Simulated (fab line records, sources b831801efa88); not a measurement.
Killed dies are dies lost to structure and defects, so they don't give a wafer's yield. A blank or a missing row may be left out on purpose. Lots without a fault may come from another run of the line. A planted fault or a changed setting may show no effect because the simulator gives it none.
A struck lot beside a sound one | flow sky130 | 15 steps out of a route of 708
Sound: wafers L603.1, L603.3, L603.5. Struck: wafers L613.2, L613.3, L613.5. The cause comes at the end.
At each step with rows: each side's tool, then ch and its chambers, then its first start. Under that, the readings that differ: sound wafers | struck wafers | difference of the means | sigmas: that difference in standard deviations of wafers without a fault.
alike: readings whose means differ by less than 2 such deviations, and words and numbers that are the same on both sides. not compared: withheld readings, readings that some wafer has no value for, bounds like >300 that may hide the same value, and numbers for which the record gives no deviation and whose values overlap.
The two part at a step that has a row with sigmas, a row that says differs or no value, or rows on one side only. Numbers that don't overlap but have no deviation are shown without sigmas and don't part them. A reading that every wafer of one side lacks parts them only if that side has two wafers or more.

first, 5 steps without rows for these wafers: SKY_LI_CONTACT_COAT_07 (resist thk 450 nm); SKY_LI_CONTACT_SOFTBAKE_08 (time 90 s); SKY_LI_CONTACT_EXPOSE_09 (exposes mask LICM1, target cd 170 nm); SKY_LI_CONTACT_PEB_10; SKY_LI_CONTACT_DEVELOP_11 (develop time 60 s).
SKY_LI_CONTACT_CD_MEAS_12: target cd 170 nm.
  sound on cd_sem-02, day 30 01:00; struck on cd_sem-02, day 33 16:16
  alike: cd_nm
SKY_LI_CONTACT_OVL_MEAS_13:
  sound on overlay-01, day 30 01:07; struck on overlay-02, day 33 16:22
  alike: LI_CONTACT_OVL
SKY_LI_CONTACT_ETCH_14: etches BARC in N2/H2, stops on SiO2, time 45.9 s, target depth 60 nm.
  sound on rie_diel-03 ch 0,1,2, day 30 01:09; struck on rie_diel-02 ch 0,1,3, day 33 16:24
  alike: drypump_motor_current_A, oes_product_au, throttle_valve_pct
  not compared: rf_hours_counter_h
SKY_LI_CONTACT_ETCH_15: etches PSG in C4F8/O2/Ar, stops on Si, target depth 600 nm.
  sound on rie_diel-03 ch 0,1,2, day 30 01:12; struck on rie_diel-02 ch 0,1,3, day 33 16:27
  alike: oes_product_au
SKY_LI_CONTACT_STRIP_16: strips in O2/N2.
  sound on plasma_asher-02 ch 0,1, day 30 01:17; struck on plasma_asher-03 ch 1, day 33 16:32
  alike: drypump_motor_current_A, oes_product_au, strip_time_to_endpoint_s
  not compared: rf_hours_counter_h
then, 2 steps without rows for these wafers: SKY_LI_CONTACT_CLEAN_17 (cleans in NMP, time 600 s); SKY_LI_CONTACT_PRE_CLEAN_18 (time 5.6 s).
SKY_LI_CONTACT_SPUTTER_19: material Ti, target thk 20 nm, time 106.37 s.
  sound on pvd_sputter-04, day 30 01:35; struck on pvd_sputter-04, day 33 16:50
  reading                                       | sound            | struck            | difference | sigmas
  model.Ti_of_LI_CONTACT_SPUTTER_19.thk_nm (nm) | 19.7 19.75 19.66 | 21.64 22.14 21.73 | +2.13      |
  alike: throttle_valve_pct
SKY_LI_CONTACT_SPUTTER_20: material TiN, target thk 20 nm, time 80 s.
  sound on pvd_sputter-04, day 30 01:39; struck on pvd_sputter-04, day 33 16:55
  alike: throttle_valve_pct
then, 1 step without rows for these wafers: SKY_PAD_OPEN_PROBE_99.

WHERE THEY PART
Nowhere in this record.

WHY: what the simulator had put in
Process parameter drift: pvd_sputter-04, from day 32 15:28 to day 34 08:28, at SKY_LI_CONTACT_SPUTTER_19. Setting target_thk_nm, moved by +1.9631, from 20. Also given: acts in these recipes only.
